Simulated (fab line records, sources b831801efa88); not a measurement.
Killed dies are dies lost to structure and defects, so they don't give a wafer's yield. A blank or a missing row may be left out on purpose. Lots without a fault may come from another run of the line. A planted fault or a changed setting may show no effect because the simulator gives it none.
One fault seen from 2 desks | flow gf180mcu | each desk has only its own numbers; what lay behind them comes last

THE METROLOGY DESK
What the gauges read, lot by lot, whatever tool the lot ran on: means of the sampled wafers that have a number. A lot is out of limits, marked OUT, if its mean lies more than 4 standard deviations from the usual mean; the brackets give that distance.
Columns: A = MIM_CVD_05_THK at GF_MIM_THK_MEAS_06, usual 41.7 nm
lot  | first seen here | A
L838 | day 25 05:50    | 40.9
L839 | day 25 06:26    | 41.4
L840 | day 25 14:02    | 41.6
L843 | day 26 22:42    | 41.6
L845 | day 27 06:08    | 41.1
L846 | day 27 12:48    | 41.1
L847 | day 27 16:42    | 42.0
L849 | day 28 19:04    | 41.9
L851 | day 29 03:51    | 42.0
L852 | day 29 10:13    | 40.1
L854 | day 29 22:19    | 40.0
L861 | day 31 12:51    | 41.4
This desk's finding: nothing out of limits on any of the 12 lots.

THE TOOL OWNER'S DESK: pecvd-02
The tool's own readings at GF_MIM_CVD_05 (deposits Si3N4, target thk 42 nm, time 29.086 s): means of the sampled wafers that have a number, for each lot that ran on this tool. A lot is out of limits, marked OUT, if its mean lies more than 4 standard deviations from the usual mean; the brackets give that distance.
Columns: A = heater_power_w at GF_MIM_CVD_05, usual 628 W; B = rf_fwd_power_W at GF_MIM_CVD_05, usual 444.2 W; C = run_length_s at GF_MIM_CVD_05, usual 56.9 s; D = susceptor_temp_C at GF_MIM_CVD_05, usual 384.98 C
lot  | first seen here | A   | B     | C    | D
L839 | day 25 06:25    | 730 | 442.1 | 56.5 | 384.67
L845 | day 27 06:06    | 702 | 445.0 | 56.8 | 384.96
L847 | day 27 16:40    | 584 | 444.2 | 56.7 | 384.86
L851 | day 29 03:49    | 696 | 444.4 | 56.4 | 385.03
L852 | day 29 10:11    | 717 | -     | 55.3 | -
L854 | day 29 22:16    | 704 | -     | 55.5 | -
This desk's finding: nothing out of limits on any of the 6 lots.

PUT TOGETHER
The metrology desk saw nothing out of limits.
The tool owner's desk saw nothing out of limits.

WHAT THE SIMULATOR HAD PUT IN
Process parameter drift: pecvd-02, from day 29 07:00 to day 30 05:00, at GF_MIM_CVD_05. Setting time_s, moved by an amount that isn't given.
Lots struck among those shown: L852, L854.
